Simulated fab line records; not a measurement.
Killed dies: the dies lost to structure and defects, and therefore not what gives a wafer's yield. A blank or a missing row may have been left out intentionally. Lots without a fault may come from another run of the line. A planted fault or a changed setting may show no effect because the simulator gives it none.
Which tool did it? + flow gf180mcu + 13 lots, 39 wafers sampled, at 6 steps of a route of 602

== WHAT EACH GAUGE READ, for each wafer ==
GF_HV_LDD_OVL_MEAS_20. Usual: HV_LDD_01_OVL typically reads -0.2 nm, with standard deviation 1.2.
| lot  | measured     | on         | HV_LDD_01_OVL (nm) | flag |
|------|--------------|------------|--------------------|------|
| L186 | day 11 05:13 | overlay-01 | 2.2 0.3 1.2        |      |
| L187 | day 11 13:47 | overlay-02 | -0.4 -1.0 0.3      |      |
| L188 | day 11 21:43 | overlay-02 | -0.6 0.2 -0.3      |      |
| L189 | day 12 03:35 | overlay-01 | -0.6 0.9 0.1       |      |
| L190 | day 12 13:32 | overlay-02 | -0.7 0.1 0.5       |      |
| L191 | day 12 17:16 | overlay-02 | 1.2 1.3 0.4        |      |
| L192 | day 13 01:17 | overlay-02 | 1.6 0.2 0.5        |      |
| L193 | day 13 06:29 | overlay-01 | 1.7 2.3 -0.4       |      |
| L194 | day 13 17:08 | overlay-01 | -0.9 -1.6 -2.0     |      |
| L203 | day 16 10:53 | overlay-01 | -1.6 -1.1 -2.4     |      |
| L204 | day 17 00:34 | overlay-02 | -1.3 -3.1 -1.7     |      |
| L206 | day 17 08:58 | overlay-02 | -0.6 -1.8 0.0      |      |
| L207 | day 17 21:38 | overlay-02 | -1.5 -0.7 0.8      |      |

GF_PSD_RS_MEAS_14: measurement is done with a four-point probe. Usual: NSD_RS typically reads 45.76 ohm/sq, with standard deviation 0.078.
| lot  | measured     | on            | NSD_RS (ohm/sq)   | flag |
|------|--------------|---------------|-------------------|------|
| L186 | day 14 17:20 | film metro-01 | 45.70 45.63 45.76 |      |
| L187 | day 15 03:17 | film metro-04 | 45.72 45.83 45.78 |      |
| L188 | day 15 13:24 | film metro-01 | 45.89 45.83 45.75 |      |
| L189 | day 15 19:17 | film metro-02 | 45.72 45.79 45.56 |      |
| L190 | day 16 06:43 | film metro-01 | 45.77 45.75 45.80 |      |
| L191 | day 16 10:41 | film metro-02 | 45.64 45.70 45.68 |      |
| L192 | day 16 19:31 | film metro-01 | 45.72 45.88 45.76 |      |
| L193 | day 17 01:10 | film metro-04 | 46.00 45.88 45.90 |      |
| L194 | day 17 14:11 | film metro-02 | 45.72 45.62 45.68 |      |
| L203 | day 20 13:58 | film metro-01 | 43.97 44.02 44.00 | OFF  |
| L204 | day 21 06:30 | film metro-01 | 43.90 43.99 43.98 | OFF  |
| L206 | day 21 15:55 | film metro-02 | 45.62 45.72 45.73 |      |
| L207 | day 22 02:46 | film metro-01 | 45.93 45.81 45.87 |      |

GF_PSD_RS_MEAS_15: measurement is done with a four-point probe. Usual: PSD_RS typically reads 108.50 ohm/sq, with standard deviation 0.26.
| lot  | measured     | on            | PSD_RS (ohm/sq)      | flag |
|------|--------------|---------------|----------------------|------|
| L186 | day 14 17:27 | film metro-01 | 108.25 108.48 108.38 |      |
| L187 | day 15 03:24 | film metro-04 | 108.04 108.41 108.28 |      |
| L188 | day 15 13:31 | film metro-01 | 108.86 108.60 108.89 |      |
| L189 | day 15 19:24 | film metro-02 | 108.33 108.22 108.14 |      |
| L190 | day 16 06:50 | film metro-01 | 108.67 108.52 108.64 |      |
| L191 | day 16 10:49 | film metro-02 | 108.06 108.00 108.12 |      |
| L192 | day 16 19:38 | film metro-01 | 108.59 108.69 108.77 |      |
| L193 | day 17 01:17 | film metro-04 | 108.91 108.99 108.85 |      |
| L194 | day 17 14:18 | film metro-02 | 108.71 107.89 108.32 |      |
| L203 | day 20 14:05 | film metro-01 | 102.50 102.75 102.80 | OFF  |
| L204 | day 21 06:37 | film metro-01 | 102.77 102.72 103.11 | OFF  |
| L206 | day 21 16:02 | film metro-02 | 108.49 108.34 108.05 |      |
| L207 | day 22 02:53 | film metro-01 | 108.85 108.51 108.94 |      |

GF_SALICIDE_RS_MEAS_04: measurement is done with a four-point probe. Usual: SALICIDE_TIN_RS typically reads 16.29 ohm/sq, with standard deviation 0.28.
| lot  | measured     | on            | SALICIDE_TIN_RS (ohm/sq) | flag |
|------|--------------|---------------|--------------------------|------|
| L186 | day 15 16:26 | film metro-03 | 16.74 16.25 16.54        |      |
| L187 | day 16 01:46 | film metro-01 | 16.23 16.73 16.39        |      |
| L188 | day 16 12:04 | film metro-03 | 16.32 16.54 16.13        |      |
| L189 | day 16 18:17 | film metro-02 | 16.37 16.54 16.48        |      |
| L190 | day 17 05:05 | film metro-03 | 16.47 16.48 16.21        |      |
| L191 | day 17 09:31 | film metro-02 | 16.65 16.71 16.40        |      |
| L192 | day 17 18:38 | film metro-02 | 15.94 16.52 16.08        |      |
| L193 | day 18 01:07 | film metro-03 | 16.05 16.51 16.56        |      |
| L194 | day 18 13:46 | film metro-03 | 16.43 16.45 16.55        |      |
| L203 | day 21 14:52 | film metro-02 | 16.48 16.26 16.49        |      |
| L204 | day 22 06:58 | film metro-02 | 16.14 16.63 15.93        |      |
| L206 | day 22 16:16 | film metro-03 | 16.18 16.62 16.27        |      |
| L207 | day 23 02:44 | film metro-02 | 15.68 15.91 15.97        |      |

GF_CONTACT_CD_MEAS_14: target cd 220 nm. Usual: 219.7 nm for cd nm, sd 1.4.
| lot  | measured     | on        | cd nm (nm)        | flag |
|------|--------------|-----------|-------------------|------|
| L186 | day 16 15:47 | cd sem-02 | 222.2 222.7 222.9 |      |
| L187 | day 17 01:17 | cd sem-01 | 220.2 217.9 221.4 |      |
| L188 | day 17 11:15 | cd sem-01 | 219.6 221.1 220.2 |      |
| L189 | day 17 16:51 | cd sem-02 | 218.1 218.8 217.9 |      |
| L190 | day 18 06:19 | cd sem-02 | 220.0 218.8 220.2 |      |
| L191 | day 18 10:29 | cd sem-02 | 220.0 220.2 220.2 |      |
| L192 | day 18 19:11 | cd sem-02 | 219.1 220.0 217.6 |      |
| L193 | day 19 01:40 | cd sem-01 | 220.5 220.3 218.3 |      |
| L194 | day 19 14:18 | cd sem-02 | 221.7 222.3 221.6 |      |
| L203 | day 22 14:46 | cd sem-02 | 219.9 219.4 220.0 |      |
| L204 | day 23 06:39 | cd sem-02 | 220.0 220.7 221.1 |      |
| L206 | day 23 15:54 | cd sem-01 | 218.0 218.6 218.0 |      |
| L207 | day 24 02:34 | cd sem-02 | 218.5 218.3 217.9 |      |

== EACH LOT AND THE TOOL THAT RAN IT (in order: tool; ch and the chambers of the sampled wafers; start) ==
| lot  | GF_PSD_RTA_13                    |
|------|----------------------------------|
| L186 | rtp anneal-02 ch 0, day 14 17:14 |
| L187 | rtp anneal-02 ch 0, day 15 03:11 |
| L188 | rtp anneal-02 ch 0, day 15 13:19 |
| L189 | rtp anneal-02 ch 0, day 15 19:11 |
| L190 | rtp anneal-02 ch 0, day 16 06:38 |
| L191 | rtp anneal-01 ch 0, day 16 10:36 |
| L192 | rtp anneal-01 ch 0, day 16 19:26 |
| L193 | rtp anneal-01 ch 0, day 17 01:05 |
| L194 | rtp anneal-02 ch 0, day 17 14:05 |
| L203 | rtp anneal-02 ch 0, day 20 13:53 |
| L204 | rtp anneal-02 ch 0, day 21 06:25 |
| L206 | rtp anneal-01 ch 0, day 21 15:49 |
| L207 | rtp anneal-01 ch 0, day 22 02:41 |
- GF_PSD_RTA_13: time 20 s.

== AS READ BY THE TOOLS THEMSELVES (means over the sampled wafers that have a number; for cases with no such wafer, the mark the record gives instead) ==
GF_PSD_RTA_13. Usual: lamp power pct 31.5 %, standard deviation 1.4; wafer_temp_C_max 1031.0, standard deviation 1.3.
| lot  | tool          | lamp power pct (%) | wafer_temp_C_max | flag |
|------|---------------|--------------------|------------------|------|
| L186 | rtp anneal-02 | 32.5               | 1030.2           |      |
| L187 | rtp anneal-02 | 32.5               | 1030.4           |      |
| L188 | rtp anneal-02 | 32.5               | 1030.9           |      |
| L189 | rtp anneal-02 | 32.5               | 1030.7           |      |
| L190 | rtp anneal-02 | 32.5               | 1031.8           |      |
| L191 | rtp anneal-01 | 29.6               | 1031.4           |      |
| L192 | rtp anneal-01 | 29.6               | 1031.1           |      |
| L193 | rtp anneal-01 | 29.6               | 1032.5           |      |
| L194 | rtp anneal-02 | 32.5               | 1030.7           |      |
| L203 | rtp anneal-02 | 33.6               | 1030.6           |      |
| L204 | rtp anneal-02 | 33.6               | 1030.7           |      |
| L206 | rtp anneal-01 | 29.6               | 1033.1           |      |
| L207 | rtp anneal-01 | 29.6               | 1031.6           |      |

== THE ANSWER, worked out from the rows above alone ==
Rule: lot off if the mean of its wafers having a number is beyond 3 standard deviations from the usual mean. A lot without any number at a reading at which 4 lots or more have one is off too. Where the step has rows for the other lots, those lots are counted as sound. First the gauges in route order, then the tools' own readings, where a lot's mean is used as printed above. The first step at which some lot is off is used, and at that step the reading that is off furthest; a lot without a number counts as furthest.
Off: L203, L204, seen at GF_PSD_RS_MEAS_14 (NSD_RS).
A tool fits if, at a process step before that reading, it ran every lot that is off, and no sound lot after the first of them. The gauges at GF_PSD_RS_MEAS_14 are tried like those tools. One candidate fits, namely rtp anneal-02 at GF_PSD_RTA_13. A fault onset in the window from L194 (day 17 14:05, its last sound lot) to L203 (day 20 13:53, its first lot off) fits.

== WHAT THE SIMULATOR HAD INSERTED ==
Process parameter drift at GF_PSD_RTA_13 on rtp anneal-02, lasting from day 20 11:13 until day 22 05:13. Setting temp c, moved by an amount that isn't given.
Lots struck among those shown: L203, L204. The rule given above showed the same thing.
